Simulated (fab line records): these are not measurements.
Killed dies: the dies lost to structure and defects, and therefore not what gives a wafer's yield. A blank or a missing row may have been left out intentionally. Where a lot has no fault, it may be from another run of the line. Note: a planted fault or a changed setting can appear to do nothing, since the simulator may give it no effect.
Struck lot and sound lot, side by side || flow gf180mcu || 29 steps out of a route of 602
Sound: the wafers L238.2, L238.3, L238.4. Wafers L229.4, L229.5, L229.6 were the ones struck. The cause is named last.
At each step with rows: each side's tool, then ch and its chambers, then its first start. Under that, the readings that differ: sound wafers || struck wafers || difference of the means || sigmas: that difference in standard deviations of wafers without a fault.
alike: words and numbers the same on both sides, and readings whose means are apart by under 2 such deviations; not compared: readings that were withheld, readings missing a value for some wafer, numbers with overlapping values and no deviation given by the record, and bounds like >300 which may hide the same value.
The two part at a step that has a row with sigmas, a row that says differs or no value, or rows on one side only. When numbers do not overlap yet have no deviation, they are printed without sigmas and do not part them. A reading that every wafer of one side lacks parts them only if that side has two wafers or more.

first, 7 steps without rows for these wafers: GF_HV_LDD_DEHYDRATE_24 (time 60 s); GF_HV_LDD_HMDS_25 (prime time 60 s); GF_HV_LDD_COAT_26 (resist thk 1000 nm); GF_HV_LDD_SOFTBAKE_27 (time 60 s); GF_HV_LDD_EXPOSE_28 (exposes mask Nplus HV AREA, target cd 400 nm); GF_HV_LDD_PEB_29; GF_HV_LDD_DEVELOP_30 (develop time 60 s).
GF_HV_LDD_CD_MEAS_31: target cd 400 nm.
  struck on cdSem-01, day 12 00:22; sound on cdSem-01, day 15 01:28
  alike: cdNm
GF_HV_LDD_OVL_MEAS_32:
  struck on overlay-01, day 12 00:26; sound on overlay-01, day 15 01:35
  alike: HV_LDD_02_OVL
then, 3 steps without rows for these wafers: GF_HV_LDD_IMPLANT_33; GF_HV_LDD_IMPLANT_34; GF_HV_LDD_IMPLANT_35.
GF_HV_LDD_IMPLANT_36:
  sound on implanter-01 ch 0, day 15 02:05; struck on implanter-01 ch 0, day 12 00:59
{"reading": "doseIonsCm2", "sound": "7.52e+12 7.515e+12 7.503e+12", "struck": "4.1766e+13 4.1755e+13 4.1769e+13", "difference": "+3.4251e+13", "sigmas": "+99 or more"}
{"reading": "faradayCurrentUA", "sound": "41.0 43.2 41.1", "struck": "237.9 233.7 237.0", "difference": "+194.4", "sigmas": "+99 or more"}
  alike: tiltDeg
GF_HV_LDD_STRIP_37: strips in O2/N2.
  sound on plasmaAsher-01 ch 0,1, day 15 02:13; struck on plasmaAsher-02 ch 0,1, day 12 01:05
  alike: drypumpMotorCurrentA, heaterPowerW, oesProductAu, stripTimeToEndpointS
  not compared: rfHoursCounterH
GF_HV_LDD_TW_MEAS_38:
  struck on filmMetro-04, day 12 01:25; sound on filmMetro-03, day 15 02:19
{"reading": "HV_LDD_3_TW", "sound": "1432 1441 1437", "struck": "1869 1861 1869", "difference": "+430", "sigmas": "+29"}
  not compared: hold
then, 6 steps without rows for these wafers: GF_HV_LDD_HMDS_40 (prime time 60 s); GF_HV_LDD_COAT_41 (resist thk 1000 nm); GF_HV_LDD_SOFTBAKE_42 (time 60 s); GF_HV_LDD_EXPOSE_43 (exposes mask Pplus HV AREA, target cd 400 nm); GF_HV_LDD_PEB_44; GF_HV_LDD_DEVELOP_45 (develop time 62.17 s).
GF_HV_LDD_CD_MEAS_46: target cd 400 nm.
  struck on cdSem-02, day 12 20:25; sound on cdSem-01, day 15 23:16
  alike: cdNm
GF_HV_LDD_OVL_MEAS_47:
  struck on overlay-01, day 12 20:29; sound on overlay-01, day 15 23:22
  alike: HV_LDD_03_OVL
after that, 1 step had no rows for these wafers: GF_HV_LDD_IMPLANT_48.
GF_HV_LDD_STRIP_49: strips in O2/N2.
  sound on plasmaAsher-02 ch 0,1, day 15 23:33; struck on plasmaAsher-02 ch 0,1, day 12 20:41
  alike: drypumpMotorCurrentA, heaterPowerW, oesProductAu, stripTimeToEndpointS
  not compared: rfHoursCounterH
GF_HV_LDD_TW_MEAS_50:
  struck on filmMetro-03, day 12 20:47; sound on filmMetro-02, day 15 23:40
  alike: HV_LDD_4_TW
then, 1 step without rows for these wafers: GF_HV_LDD_CLEAN_51 (cleans in SC1/SC2, time 150 s).
GF_HV_LDD_RTA_52: time 10 s.
  sound on rtpAnneal-01 ch 0, day 15 23:46; struck on rtpAnneal-01 ch 0, day 12 20:54
  alike: lampPowerPct, wafer_temp_C_max
GF_HV_LDD_RS_MEAS_53: the measuring method here is four-point-probe.
  struck on filmMetro-04, day 12 21:19; sound on filmMetro-02, day 15 23:50
{"reading": "HV_LDD_RS (ohm/sq)", "sound": "418.1 419.2 418.3", "struck": "345.8 345.6 345.9", "difference": -72.8, "sigmas": -77}
  not compared: hold

## WHERE THEY PART
Last at GF_HV_LDD_RS_MEAS_53 as far as this record goes, first at GF_HV_LDD_IMPLANT_36.

WHY: the cause the simulator had injected
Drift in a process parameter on implanter-01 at GF_HV_LDD_IMPLANT_36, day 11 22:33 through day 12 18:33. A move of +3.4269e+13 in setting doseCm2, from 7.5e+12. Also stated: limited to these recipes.
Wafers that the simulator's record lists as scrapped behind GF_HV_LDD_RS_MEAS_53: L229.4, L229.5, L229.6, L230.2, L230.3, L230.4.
